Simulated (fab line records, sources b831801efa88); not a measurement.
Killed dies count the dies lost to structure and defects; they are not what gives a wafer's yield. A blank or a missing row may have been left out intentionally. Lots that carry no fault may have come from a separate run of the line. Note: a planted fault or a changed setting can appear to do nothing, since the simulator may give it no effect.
fab line records ; flow sky130
record lots=11; wafers=33; lastDay=49
route steps=708 shown CONTACT@420 METAL1@434
lots with no fault: from the same line, run without faults
startH: hours from the record's first day to the start of the lot's first wafer shown ; waitH: hours from the lot's prior step to this one ; " same as the row above ; L1.1+2: several wafers, shown together as one row ; - value missing, or start not given ; * or withheld: withheld ; < > ~ a bound
route shown NAME@n: names a module that has steps shown in the file, with the first one's number in the route ; usual: mean/standard deviation taken from wafers without a fault ; same: alike in all rows ; chamber/n: place in a boat ; sites: each site's reading ; _std_site: standard deviation of those values ; _edge_site: inner sites' mean taken away from outer sites' mean ; radiusMm: for every site, how far away it sits from the centre of the wafer ; mask NAME#n: copy n ; behind: the most recent tool/chamber to have shaped the wafer ; hold: the reason the lot was held/the length of the hold in hours/how it ended ; device: the transistor (n, p or np) that didn't switch ; end of line: at the end of the route, the tests of the same wafers ; for a step that has no rows: nothing shown but its recipe ; killed: the dies lost at the first sort to structure and to defects; this is not the yield of the wafer ; map: a wafer's dies, x killed, . not, _ none there
set.NAME: the run value of the setting; set.NAME@STEP: its run value at that earlier step ; model.NAME: the simulator's own value behind a step, which no gauge read
the route's steps for a sample of lots (tables are steps, rows are wafers)
services: when a tool's chamber went out of use (startH, in hours from the record's first day, below 0 if earlier), for how many hours, and the reason
## steps
# step SKY_CONTACT_CD_MEAS_14
# recipe targetCdNm=170
# usual cdNm=170.2/1.6
lot.wafer;tool;chamber;startH;waitH;cdNm
L748.1;cdSem-02;-;734.47;-;169.4
L748.4;cdSem-02;-;734.47;-;169.6
L748.6;cdSem-02;-;734.47;-;170.2
L749.4;cdSem-02;-;751.88;-;171.7
L749.5;cdSem-02;-;751.88;-;172.0
L749.6;cdSem-02;-;751.88;-;172.5
L750.3;cdSem-02;-;758.41;-;171.2
L750.4;cdSem-02;-;758.41;-;171.6
L750.5;cdSem-02;-;758.41;-;170.8
L751.3;cdSem-01;-;761.78;-;169.5
L751.4;cdSem-01;-;761.78;-;169.2
L751.6;cdSem-01;-;761.78;-;170.5
L752.2;cdSem-02;-;768.11;-;171.5
L752.3;cdSem-02;-;768.11;-;170.9
L752.4;cdSem-02;-;768.11;-;171.7
L753.1;cdSem-02;-;778.92;-;169.0
L753.3;cdSem-02;-;778.92;-;170.5
L753.6;cdSem-02;-;778.92;-;169.7
L754.3;cdSem-02;-;783.81;-;171.5
L754.5;cdSem-02;-;783.81;-;171.4
L754.6;cdSem-02;-;783.81;-;171.4
L755.2;cdSem-01;-;787.24;-;168.5
L755.4;cdSem-01;-;787.24;-;169.6
L755.6;cdSem-01;-;787.24;-;168.7
L756.2;cdSem-01;-;791.84;-;167.8
L756.4;cdSem-01;-;791.84;-;167.6
L756.5;cdSem-01;-;791.84;-;167.9
L757.2;cdSem-01;-;799.81;-;166.5
L757.4;cdSem-01;-;799.81;-;166.9
L757.5;cdSem-01;-;799.81;-;168.3
L765.3;cdSem-01;-;863.33;-;169.4
L765.4;cdSem-01;-;863.33;-;168.4
L765.6;cdSem-01;-;863.33;-;169.6
# step SKY_CONTACT_THK_MEAS_26
# recipe thkMeasGauge=xrf; reads=W_of_CONTACT_CVD_24
# usual CONTACT_W_THK=336/5.8
lot.wafer;tool;chamber;startH;waitH;CONTACT_W_THK[nm]
L748.1;filmMetro-03;-;735.65;0.1;338
L748.4;filmMetro-03;-;735.65;0.1;333
L748.6;filmMetro-03;-;735.65;0.1;338
L749.4;filmMetro-03;-;753.03;0.1;336
L749.5;filmMetro-03;-;753.03;0.1;342
L749.6;filmMetro-03;-;753.03;0.1;335
L750.3;filmMetro-02;-;759.58;0.1;336
L750.4;filmMetro-02;-;759.58;0.1;330
L750.5;filmMetro-02;-;759.58;0.1;338
L751.3;filmMetro-01;-;763.08;0.1;340
L751.4;filmMetro-01;-;763.08;0.1;343
L751.6;filmMetro-01;-;763.08;0.1;338
L752.2;filmMetro-01;-;769.34;0.1;330
L752.3;filmMetro-01;-;769.34;0.1;337
L752.4;filmMetro-01;-;769.34;0.1;336
L753.1;filmMetro-02;-;780.10;0.1;330
L753.3;filmMetro-02;-;780.10;0.1;327
L753.6;filmMetro-02;-;780.10;0.1;330
L754.3;filmMetro-03;-;784.96;0.1;340
L754.5;filmMetro-03;-;784.96;0.1;345
L754.6;filmMetro-03;-;784.96;0.1;340
L755.2;filmMetro-02;-;788.41;0.1;328
L755.4;filmMetro-02;-;788.41;0.1;331
L755.6;filmMetro-02;-;788.41;0.1;328
L756.2;filmMetro-01;-;793.00;0.1;337
L756.4;filmMetro-01;-;793.00;0.1;339
L756.5;filmMetro-01;-;793.00;0.1;341
L757.2;filmMetro-02;-;800.97;0.1;332
L757.4;filmMetro-02;-;800.97;0.1;329
L757.5;filmMetro-02;-;800.97;0.1;331
L765.3;filmMetro-01;-;864.52;0.1;340
L765.4;filmMetro-01;-;864.52;0.1;340
L765.6;filmMetro-01;-;864.52;0.1;343
# step SKY_METAL1_SPUTTER_00
# recipe material=Ti; targetThkNm=15; powerW=3000; timeS=10; chamberPressurePa=0.4
# usual throttleValvePct=30.3/1.3
lot.wafer;tool;chamber;startH;waitH;throttleValvePct
L748.1;pvdSputter-01;-;736.01;0.2;28.5
L748.4;pvdSputter-01;-;736.01;0.2;30.2
L748.6;pvdSputter-01;-;736.01;0.2;31.3
L749.4;pvdSputter-01;-;753.36;0.2;30.2
L749.5;pvdSputter-01;-;753.36;0.2;30.0
L749.6;pvdSputter-01;-;753.36;0.2;32.2
L750.3;pvdSputter-02;-;759.92;0.1;28.8
L750.4;pvdSputter-02;-;759.92;0.1;29.3
L750.5;pvdSputter-02;-;759.92;0.1;29.3
L751.3;pvdSputter-04;-;763.42;0.2;29.3
L751.4;pvdSputter-04;-;763.42;0.2;29.4
L751.6;pvdSputter-04;-;763.42;0.2;32.3
L752.2;pvdSputter-02;-;769.69;0.2;30.7
L752.3;pvdSputter-02;-;769.69;0.2;30.9
L752.4;pvdSputter-02;-;769.69;0.2;29.2
L753.1;pvdSputter-04;-;780.46;0.1;29.7
L753.3;pvdSputter-04;-;780.46;0.1;32.6
L753.6;pvdSputter-04;-;780.46;0.1;30.1
L754.3;pvdSputter-01;-;785.30;0.2;32.5
L754.5;pvdSputter-01;-;785.30;0.2;28.7
L754.6;pvdSputter-01;-;785.30;0.2;30.0
L755.2;pvdSputter-01;-;788.76;0.2;28.5
L755.4;pvdSputter-01;-;788.76;0.2;32.2
L755.6;pvdSputter-01;-;788.76;0.2;31.3
L756.2;pvdSputter-02;-;793.35;0.2;28.9
L756.4;pvdSputter-02;-;793.35;0.2;28.9
L756.5;pvdSputter-02;-;793.35;0.2;30.5
L757.2;pvdSputter-04;-;801.32;0.1;29.8
L757.4;pvdSputter-04;-;801.32;0.1;28.6
L757.5;pvdSputter-04;-;801.32;0.1;29.6
L765.3;pvdSputter-01;-;864.86;0.1;28.5
L765.4;pvdSputter-01;-;864.86;0.1;31.1
L765.6;pvdSputter-01;-;864.86;0.1;28.6
# step SKY_METAL1_ETCH_18
# recipe chemistry=N2/H2; target=BARC; ionEnergyEv=200; biasW=100; pressureMtorr=30; n2FlowSccm=100; h2FlowSccm=200; icpW=500; stopOn=SiO2; timeS=45.9; targetDepthA=600
# usual chamberPressureMTorr=30.000/0.026; drypumpMotorCurrentA=5.63/0.13; oesProductAu=0.855/0.0053; rfFwdPowerW=495.5/1.9; throttleValvePct=13.224/0.0091
lot.wafer;tool;chamber;startH;waitH;chamberPressureMTorr;drypumpMotorCurrentA;oesProductAu;rfFwdPowerW;rfHoursCounterH;throttleValvePct
L748.1;rieMetal-01;1;764.06;0.0;29.999;5.44;0.860;493.5;14;13.216
L748.4;rieMetal-01;1;764.06;0.0;29.990;5.43;0.855;495.8;-;13.233
L748.6;rieMetal-01;1;764.06;0.0;30.030;5.45;0.861;496.9;-;13.226
L749.4;rieMetal-01;0;780.56;0.1;30.054;5.59;0.857;494.2;-;13.215
L749.5;rieMetal-01;0;780.56;0.1;30.011;5.58;0.857;497.7;-;13.210
L749.6;rieMetal-01;0;780.56;0.1;30.003;5.57;0.854;494.7;-;13.238
L750.3;rieMetal-01;0;786.35;0.1;30.024;5.56;0.850;495.8;-;13.226
L750.4;rieMetal-01;0;786.35;0.1;30.000;5.57;0.863;496.0;-;13.215
L750.5;rieMetal-01;0;786.35;0.1;30.000;5.59;0.858;495.7;-;13.220
L751.3;rieMetal-04;1;790.18;0.0;29.929;5.74;0.852;496.5;-;13.242
L751.4;rieMetal-04;0;790.18;0.0;30.028;5.76;0.856;497.8;-;13.223
L751.6;rieMetal-04;0;790.18;0.0;29.985;5.77;0.851;498.0;-;13.230
L752.2;rieMetal-02;0;796.48;0.0;30.001;5.48;0.850;495.1;14;13.214
L752.3;rieMetal-02;0;796.48;0.0;30.022;5.47;0.857;495.3;-;13.227
L752.4;rieMetal-02;1;796.48;0.0;29.968;5.76;0.861;493.2;-;13.230
L753.1;rieMetal-01;0;807.83;0.0;30.000;5.57;0.855;495.8;6;13.215
L753.3;rieMetal-01;0;807.83;0.0;29.947;5.57;0.859;496.9;-;13.218
L753.6;rieMetal-01;1;807.83;0.0;30.005;5.46;0.856;494.3;-;13.243
L754.3;rieMetal-01;0;813.05;0.0;30.015;5.59;0.864;492.7;-;13.210
L754.5;rieMetal-01;1;813.05;0.0;29.987;5.41;0.861;495.4;-;13.232
L754.6;rieMetal-01;0;813.05;0.0;30.034;5.57;0.860;493.1;-;13.235
L755.2;rieMetal-01;1;815.81;0.0;30.027;5.44;0.859;494.0;1;13.212
L755.4;rieMetal-01;1;815.81;0.0;29.969;5.43;0.860;494.1;-;13.218
L755.6;rieMetal-01;0;815.81;0.0;30.028;5.58;0.853;494.6;-;13.225
L756.2;rieMetal-01;1;820.81;0.0;30.029;5.44;0.860;492.6;1;13.221
L756.4;rieMetal-01;1;820.81;0.0;29.997;5.43;0.859;495.2;-;13.216
L756.5;rieMetal-01;1;820.81;0.0;29.995;5.43;0.858;494.6;-;13.231
L757.2;rieMetal-01;0;828.06;0.0;30.006;5.58;0.854;495.0;7;13.232
L757.4;rieMetal-01;0;828.06;0.0;30.008;5.57;0.853;496.4;-;13.216
L757.5;rieMetal-01;0;828.06;0.0;29.984;5.58;0.858;498.7;-;13.221
L765.3;rieMetal-04;0;891.45;0.0;30.013;5.75;0.857;578.3;-;13.219
L765.4;rieMetal-04;1;891.45;0.0;30.004;5.75;0.851;496.2;-;13.233
L765.6;rieMetal-04;1;891.45;0.0;29.942;5.77;0.858;494.7;-;13.218
## services
tool;chamber;startH;hours;kind
pvdSputter-01;-;715.79;1.3;repair
rieMetal-02;-;737.98;5.1;repair
rieMetal-04;0;746.11;5.9;repair
rieMetal-02;1;760.94;-;clean
rieMetal-02;1;760.94;30.0;scheduledDown
rieMetal-02;1;760.94;30.0;ventCycle
rieMetal-01;1;776.16;-;clean
rieMetal-01;1;776.16;27.4;scheduledDown
rieMetal-01;1;776.16;27.4;ventCycle
pvdSputter-02;-;788.49;2.3;repair
pvdSputter-02;-;825.97;2.5;repair
rieMetal-02;0;833.39;-;clean
rieMetal-02;0;833.39;18.3;scheduledDown
rieMetal-02;0;833.39;18.3;ventCycle
rieMetal-04;0;850.38;-;clean
rieMetal-04;0;850.38;22.2;scheduledDown
rieMetal-04;0;850.38;22.2;ventCycle
pvdSputter-04;-;857.11;7.0;repair
rieMetal-04;-;861.35;2.0;repair
pvdSputter-02;-;866.86;5.3;repair
pvdSputter-01;-;871.03;0.7;repair
## key
firstSign step=SKY_METAL1_ETCH_18; reading=rfFwdPowerW; direction=up; sigmas=44; usual=495.5; struck=578.3
effect none on later readings
metAt SKY_METAL1_ETCH_18
struckLots L765
struckWafers L765.3
notActingAt SKY_CONTACT_CD_MEAS_14,SKY_CONTACT_THK_MEAS_26,SKY_METAL1_SPUTTER_00
onsetBetween 790.18 891.45
fault kind=processParameterDrift; tool=rieMetal-04; chamber=0; onsetH=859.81; steps=SKY_METAL1_ETCH_18; channel=icpW; offset=80; shape=step; endH=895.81; actsIn=theseRecipesOnly; stated=500
